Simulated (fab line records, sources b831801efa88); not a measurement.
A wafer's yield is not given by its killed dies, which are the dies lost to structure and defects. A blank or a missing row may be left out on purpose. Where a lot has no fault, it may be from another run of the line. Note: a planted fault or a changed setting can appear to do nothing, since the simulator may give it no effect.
What tool caused it? | flow gf180mcu | at 1 step of a route of 602, 11 lots with 33 wafers sampled

WHAT EACH GAUGE READ, for each wafer
GF_V2_CD_MEAS_14: the cd target is 260 nm.
lot  | measured     | on        | cd_nm (nm)
L597 | day 20 11:11 | cd_sem-02 | 259.7 259.3 259.5
L598 | day 20 20:09 | cd_sem-02 | 260.0 261.2 261.0
L605 | day 23 09:29 | cd_sem-02 | 259.9 258.5 258.8
L607 | day 23 22:43 | cd_sem-02 | 259.0 260.0 259.3
L611 | day 25 22:24 | cd_sem-01 | 259.2 260.3 258.8
L612 | day 25 23:44 | cd_sem-01 | 260.3 259.8 260.1
L613 | day 26 00:54 | cd_sem-01 | 257.4 259.7 258.7
L614 | day 26 11:10 | cd_sem-01 | 258.6 257.7 258.3
L616 | day 26 23:58 | cd_sem-01 | 260.4 260.3 260.5
L617 | day 27 11:30 | cd_sem-01 | 259.1 259.7 259.4
L619 | day 28 02:14 | cd_sem-01 | 259.8 258.6 260.7

WHAT TOOL EACH LOT RAN ON (gives the tool, then ch and the chambers of the sampled wafers, and finally the start)
The record shows no process step preceding these readings.

THE ANSWER, worked out from the rows above alone
Rule: usual is defined by the lots themselves. The widest of any qualifying gaps counts: lots, ordered by their means at a reading, are off when they make up no more than a third of the lots, leave a main group of 4 or more, and stand apart from it by 3 or more times the standard deviation of that group's means. A main group whose means are all the same, to the digits that the tables above print for the reading, isn't used. A lot without any number at a reading at which 4 lots or more have one is off too. Where the step has rows for the other lots, those lots are counted as sound.
No lot is off at any reading shown: from this, nothing can be told.

WHAT HAD BEEN PUT IN BY THE SIMULATOR
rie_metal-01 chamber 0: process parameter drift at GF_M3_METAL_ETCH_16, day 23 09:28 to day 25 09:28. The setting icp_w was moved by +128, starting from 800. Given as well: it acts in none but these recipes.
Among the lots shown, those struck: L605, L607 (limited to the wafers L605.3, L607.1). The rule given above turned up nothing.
